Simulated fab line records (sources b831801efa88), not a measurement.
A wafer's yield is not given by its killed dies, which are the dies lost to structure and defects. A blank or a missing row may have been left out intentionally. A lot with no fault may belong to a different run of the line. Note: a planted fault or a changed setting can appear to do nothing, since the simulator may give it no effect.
Which tool did it? / flow sky130 / 11 lots, 33 wafers sampled, at 2 steps of a route of 708

## WHAT THE GAUGES SHOWED, per wafer
SKY_FIELD_ISO_THK_MEAS_25.
lot=L507; measured=day 2 13:29; on=film_metro-02; FIELD_ISO_CVD_24_THK (nm)=589 592 589
lot=L509; measured=day 3 02:27; on=film_metro-03; FIELD_ISO_CVD_24_THK (nm)=595 585 587
lot=L510; measured=day 3 07:44; on=film_metro-03; FIELD_ISO_CVD_24_THK (nm)=595 591 592
lot=L511; measured=day 3 10:25; on=film_metro-03; FIELD_ISO_CVD_24_THK (nm)=601 594 594
lot=L515; measured=day 4 10:48; on=film_metro-02; FIELD_ISO_CVD_24_THK (nm)=592 580 596
lot=L517; measured=day 4 19:14; on=film_metro-01; FIELD_ISO_CVD_24_THK (nm)=594 601 591
lot=L519; measured=day 5 06:38; on=film_metro-03; FIELD_ISO_CVD_24_THK (nm)=597 589 590
lot=L520; measured=day 5 09:58; on=film_metro-01; FIELD_ISO_CVD_24_THK (nm)=594 592 599
lot=L522; measured=day 5 21:08; on=film_metro-02; FIELD_ISO_CVD_24_THK (nm)=596 594 595
lot=L524; measured=day 6 08:25; on=film_metro-02; FIELD_ISO_CVD_24_THK (nm)=602 584 588
lot=L528; measured=day 7 06:35; on=film_metro-03; FIELD_ISO_CVD_24_THK (nm)=817 593 593

## WHICH TOOL RAN EACH LOT (tool, then ch and the chambers of the sampled wafers, then the start)
lot=L507; SKY_FIELD_ISO_CVD_24=hdpcvd-02 ch 0,1,2, day 2 13:25
lot=L509; SKY_FIELD_ISO_CVD_24=hdpcvd-01 ch 0,1,2, day 3 02:22
lot=L510; SKY_FIELD_ISO_CVD_24=hdpcvd-01 ch 0,2, day 3 07:38
lot=L511; SKY_FIELD_ISO_CVD_24=hdpcvd-01 ch 0,1, day 3 10:20
lot=L515; SKY_FIELD_ISO_CVD_24=hdpcvd-02 ch 0,2, day 4 10:43
lot=L517; SKY_FIELD_ISO_CVD_24=hdpcvd-01 ch 0,2, day 4 19:10
lot=L519; SKY_FIELD_ISO_CVD_24=hdpcvd-01 ch 0,1,2, day 5 06:34
lot=L520; SKY_FIELD_ISO_CVD_24=hdpcvd-01 ch 0,1, day 5 09:52
lot=L522; SKY_FIELD_ISO_CVD_24=hdpcvd-02 ch 0,1, day 5 21:02
lot=L524; SKY_FIELD_ISO_CVD_24=hdpcvd-02 ch 1,2, day 6 08:20
lot=L528; SKY_FIELD_ISO_CVD_24=hdpcvd-02 ch 0,1,2, day 7 06:31
- SKY_FIELD_ISO_CVD_24: deposits SiO2, target thk 595 nm, time 99.2 s.

## THE ANSWER, worked out from the rows above alone
Rule: the lots themselves supply what counts as usual. The widest of any qualifying gaps counts: lots, ordered by their means at a reading, are off when they make up no more than a third of the lots, leave a main group of 4 or more, and stand apart from it by 3 or more times the standard deviation of that group's means. A main group is skipped when, at the precision printed for the reading in the tables above, its means are all equal. Also off: a lot with no number at a reading for which 4 or more lots have one. All remaining lots with rows at the step are treated as sound.
Off: L528, seen at SKY_FIELD_ISO_THK_MEAS_25 (FIELD_ISO_CVD_24_THK). Main group: mean 593 nm, sd 2.6.
A tool fits if, at a process step before that reading, it ran every lot that is off, and no sound lot after the first of them. Gauges at SKY_FIELD_ISO_THK_MEAS_25: tried the same way as those tools. This does not decide it: 2 tools fit, namely hdpcvd-02 at SKY_FIELD_ISO_CVD_24 and film_metro-03 at SKY_FIELD_ISO_THK_MEAS_25.

## WHAT THE SIMULATOR PUT IN
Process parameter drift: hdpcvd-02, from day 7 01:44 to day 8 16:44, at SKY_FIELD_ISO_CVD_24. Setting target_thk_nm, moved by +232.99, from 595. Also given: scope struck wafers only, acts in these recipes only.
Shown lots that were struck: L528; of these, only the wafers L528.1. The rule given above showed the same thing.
